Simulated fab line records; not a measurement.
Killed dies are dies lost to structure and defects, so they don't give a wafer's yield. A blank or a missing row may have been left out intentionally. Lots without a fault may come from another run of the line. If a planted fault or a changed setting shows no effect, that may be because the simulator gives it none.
Which tool did it? :: flow sky130 :: route of 708 steps, sampled at 1 step: 11 lots, 33 wafers

== WHAT THE GAUGES READ, wafer by wafer ==
SKY_VIA2_CD_MEAS_12: the cd target is 200 nm.
lot: L362
measured: day 35 22:08
on: cd sem-01
cd nm (nm): 200.8 200.3 199.1

lot: L364
measured: day 36 19:54
on: cd sem-02
cd nm (nm): 200.7 198.9 200.0

lot: L367
measured: day 38 17:28
on: cd sem-02
cd nm (nm): 200.5 199.2 198.1

lot: L370
measured: day 39 03:41
on: cd sem-02
cd nm (nm): 196.4 196.8 197.5

lot: L371
measured: day 40 01:13
on: cd sem-02
cd nm (nm): 201.9 201.7 201.2

lot: L374
measured: day 40 08:34
on: cd sem-01
cd nm (nm): 198.5 199.1 199.0

lot: L376
measured: day 40 12:53
on: cd sem-02
cd nm (nm): 199.9 200.2 200.7

lot: L377
measured: day 41 01:02
on: cd sem-02
cd nm (nm): 199.8 199.8 200.2

lot: L381
measured: day 42 06:46
on: cd sem-02
cd nm (nm): 200.6 200.3 198.4

lot: L382
measured: day 42 09:12
on: cd sem-01
cd nm (nm): 199.0 198.8 199.7

lot: L384
measured: day 42 23:22
on: cd sem-01
cd nm (nm): 200.5 200.5 199.6

== WHICH TOOL RAN EACH LOT (tool, then ch and the chambers of the sampled wafers, then the start) ==
The record shows no process step preceding these readings.

== AS READ BY THE TOOLS THEMSELVES (means over the sampled wafers that have a number; for cases with no such wafer, the mark the record gives instead) ==
The record holds no such reading with a usual standard deviation.

== THE ANSWER, worked out from the rows above alone ==
Rule: usual is defined by the lots themselves. The widest of any qualifying gaps counts: lots, ordered by their means at a reading, are off when they make up no more than a third of the lots, leave a main group of 4 or more, and stand apart from it by 3 or more times the standard deviation of that group's means. A main group is skipped when, at the precision printed for the reading in the tables above, its means are all equal. Also off: a lot with no number at a reading for which 4 or more lots have one. Where the step has rows for the other lots, those lots are counted as sound. The gauges are gone through in route order, then the tools' own readings, and for those a lot's mean is taken as printed above. At the first step where some lot is off, the reading lying furthest off is the one used; lots without a number count as furthest.
No lot is off on any of the readings shown, so nothing can be concluded from this.

== WHAT WAS PUT IN BY THE SIMULATOR ==
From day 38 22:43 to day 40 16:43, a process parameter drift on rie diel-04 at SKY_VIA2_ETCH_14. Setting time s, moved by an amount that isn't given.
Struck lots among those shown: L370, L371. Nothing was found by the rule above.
